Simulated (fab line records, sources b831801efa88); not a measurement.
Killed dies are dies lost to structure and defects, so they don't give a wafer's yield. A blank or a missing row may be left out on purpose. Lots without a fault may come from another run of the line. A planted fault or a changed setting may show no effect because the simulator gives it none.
Chamber matching | flow sky130 | SKY_VIA2_CMP_02 on cmp-01: 4 sister chambers
The step polishes SiO2. 8 wafers are shown with their chamber, then 12 later ones without.

WAFERS WITH THEIR CHAMBER
wafer  | chamber | motor_current_A (A)
L091.2 | 0       | 11.9
L091.6 | 3       | 11.8
L094.1 | 1       | 11.4
L094.2 | 2       | 12.4
L094.5 | 1       | 11.5
L094.3 | 3       | 11.1
L094.4 | 0       | 12.3
L094.6 | 2       | 12.9

WAFERS WITHOUT THEIR CHAMBER
wafer  | motor_current_A (A)
L095.1 | 11.6
L095.4 | 12.4
L095.6 | 12.2
L096.2 | 12.2
L096.4 | 11.5
L096.5 | 11.6
L097.1 | 11.8
L097.2 | 11.6
L097.3 | 12.6
L097.4 | 12.6
L097.5 | 12.0
L097.6 | 11.6

WHICH CHAMBER EACH WENT THROUGH
wafer  | from the rows above               | in truth
L095.1 | can't be placed: 1 or 3 or 0      | 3
L095.4 | can't be placed: 2 or 0           | 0
L095.6 | can't be placed: 0 or 2 or 1 or 3 | 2
L096.2 | can't be placed: 0 or 2 or 1 or 3 | 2
L096.4 | can't be placed: 1 or 3 or 0      | 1
L096.5 | can't be placed: 1 or 3 or 0      | 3
L097.1 | can't be placed: 0 or 1 or 3 or 2 | 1
L097.2 | can't be placed: 1 or 3 or 0      | 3
L097.3 | can't be placed: 2 or 0           | 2
L097.4 | can't be placed: 2 or 0           | 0
L097.5 | can't be placed: 0 or 1 or 3 or 2 | 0
L097.6 | can't be placed: 1 or 3 or 0      | 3
Placed correctly: 0 of 12. Can't be placed from these rows: 12 (the true chamber is among the candidates in 12). Placed wrongly: 0.
How it was worked out, from the rows above alone: a wafer's distance from a chamber is the root of the sum, over the readings, of the square of ((its reading less the chamber's mean) divided by the reading's scatter). The wafer belongs to the nearest chamber; if the next one is less than 2 further off, it can't be placed. A chamber's mean is the mean of its shown wafers. The scatter: the root of (the sum of the squares of (reading less its chamber's mean) over the shown wafers, divided by (wafers less chambers)).
